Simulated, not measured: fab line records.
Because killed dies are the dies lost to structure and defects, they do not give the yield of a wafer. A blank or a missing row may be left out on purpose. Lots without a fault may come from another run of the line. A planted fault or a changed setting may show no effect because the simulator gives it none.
Problem report, 8D (eight disciplines) form, completed by code	flow sky130	the parts of the form that need people (team, actions taken, sign-off) are left out

1. PROBLEM STATEMENT
chamber pressure pa at SKY_LI_CONTACT_SPUTTER_20 reads a mean of 5.224 Pa on 3 wafers of 3 lots; wafers without a fault read 5.001 Pa with a standard deviation of 0.011. That puts it +20 standard deviations away from the usual mean.
The step: material TiN, target thk 20 nm, time 80 s.
First observed at day 33 11:26: wafer L362.2, on pvd sputter-04. The record holds 36 wafers of 12 lots with a number at this step. By rule, "out" or "out of limits" means more than 4 standard deviations away from the usual mean. The rest of the wafers with a number are treated as sound.

2. WHAT THIS IS AND IS NOT
question	is	is not
which readings at this step	chamber pressure pa	throttle valve pct
which lots	L362, L363, L365	L350, L351, L353, L354, L359, L360, L361, L366, L370
which wafers of those lots	L362.2, L363.5, L365.2	L362.3, L362.5, L363.3, L363.6, L365.3, L365.5
read on which tools	pvd sputter-04	pvd sputter-01, pvd sputter-03
when	from day 33 11:26	up to then (23 sound wafers); but 10 sound wafers of L363, L365, L366, L370 came after

3. WHAT RULES OUT EACH SUSPECT
Counting: any tool at a process step up to the reading remains a suspect provided it ran every lot that is out. Sound lots after the first of them don't rule it out here, since some wafers of a struck lot are sound.
- pvd sputter-04 at SKY_LI_CONTACT_SPUTTER_20 (material TiN, target thk 20 nm, time 80 s): kept. Every lot that is out went through it, the first being L362 (day 33 11:26); the last sound lot it ran before that was L359 (day 32 17:36). On those wafers its own readings are out: chamber pressure pa.
The count leaves pvd sputter-04 at SKY_LI_CONTACT_SPUTTER_20.

4. THE CAUSE (what the simulator had put in)
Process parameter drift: pvd sputter-04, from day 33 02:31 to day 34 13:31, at SKY_LI_CONTACT_SPUTTER_20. Setting chamber pressure pa shifted by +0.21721 from 5. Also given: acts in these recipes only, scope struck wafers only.
After counting, this tool was the only one left.

5. THE CHAIN OF EFFECTS, in route order
Rows list readings where the struck wafers' mean (over those with a number) sits beyond 3 standard deviations from the usual. Readings are gone through only where the record gives a usual standard deviation; hours: the median, over the lots, of the time from a lot's start at the first step in this table giving one to that lot's start at this step; sigmas: the change measured in usual standard deviations.
hours	step	reading	usual	on struck wafers	change	sigmas
0	SKY_LI_CONTACT_SPUTTER_20	chamber pressure pa	5.001 Pa	5.224	+0.223	+20
Here are the process steps it includes:
- SKY_LI_CONTACT_SPUTTER_20: material TiN, target thk 20 nm, time 80 s.
Later measuring or inspecting steps at which every struck wafer that the step has a row for has a number for every such reading, and none has moved that far: SKY_LI_CONTACT_RS_MEAS_22.

6. WHAT WOULD HAVE CAUGHT IT SOONER
First out-of-limits reading in this record: day 33 11:26, which is 9 hours after fault onset at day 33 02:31.
